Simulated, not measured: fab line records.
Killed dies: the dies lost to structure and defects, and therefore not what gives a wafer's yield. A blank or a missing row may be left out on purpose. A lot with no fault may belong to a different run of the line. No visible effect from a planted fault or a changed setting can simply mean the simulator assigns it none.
8D (eight disciplines) problem report, filled in by code -- flow sky130 -- the parts of the form that need people (team, actions taken, sign-off) are left out

## 1. WHAT IS WRONG
Mean of bias_w at SKY_POLY_GATE_ETCH_17: 96.51 W across 6 wafers in 2 lots; on wafers with no fault it is 100.06 W (standard deviation 0.3). That is -12 standard deviations from the usual mean.
The step: etches poly-Si in HBr/Cl2, stops on SiO2, target depth 180 nm, time 70.5 s.
First seen on wafer L813.4, day 19 19:56, on rie_si-02. Wafers with a number at this step in the record: 36, from 12 lots. Rule for "out", or "out of limits": more than 4 standard deviations from the usual mean. Any other wafer with a number is counted as sound.

## 2. WHAT IT IS, AND WHAT IT ISN'T
question,is,is not
which readings at this step,bias_w,"drypump_motor_current_A, oes_product_au"
which lots,"L813, L816","L805, L806, L808, L810, L814, L819, L821, L824, L826, L827"
which wafers of those lots,all that have a number,-
read on which tools,rie_si-02,rie_si-01
when,from day 19 19:56,"up to then (12 sound wafers); but 18 sound wafers of L814, L819, L821, L824, L826, L827 came after"

## 3. THE SUSPECTS, EACH WITH WHAT RULES IT OUT
Counting: a tool stays on the suspect list if, at a process step up to the reading, it processed all lots that are out and no sound lot following the first of them.
- rie_si-02 at SKY_POLY_GATE_ETCH_17 (etches poly-Si in HBr/Cl2, stops on SiO2, target depth 180 nm, time 70.5 s): ruled out as a lasting fault. After its first lot that is out, L813 (day 19 19:56), sound lots L824, L826, L827 ran on it.
Left after counting: nothing in the record.

## 4. THE CAUSE (what the simulator had put in)
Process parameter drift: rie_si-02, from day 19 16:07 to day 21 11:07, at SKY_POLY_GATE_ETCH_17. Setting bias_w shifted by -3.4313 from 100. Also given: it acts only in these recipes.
Counting ruled it out, wrongly.

## 5. THE EFFECT CHAIN, in route order
One row per reading whose mean, taken over the struck wafers that have a number, lies over 3 standard deviations from the usual. Readings are gone through only where the record gives a usual standard deviation; hours: the median, over the lots, of the time from a lot's start at the first step in this table giving one to that lot's start at this step; sigmas: the change measured in usual standard deviations.
hours,step,reading,usual,on struck wafers,change,sigmas
0,SKY_POLY_GATE_ETCH_17,bias_w,100.06 W,96.51,-3.55,-12
It contains these process steps:
- SKY_POLY_GATE_ETCH_17: etches poly-Si in HBr/Cl2, stops on SiO2, target depth 180 nm, time 70.5 s.
At these later measuring or inspecting steps, every struck wafer for which the step has a row has a number for every such reading, and none has moved that far: SKY_LOCAL_INTERCONNECT_THK_MEAS_02.

## 6. HOW IT WOULD HAVE BEEN CAUGHT EARLIER
4 hours passed between the start of the fault at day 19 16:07 and the first reading out of limits in this record, taken at day 19 19:56.
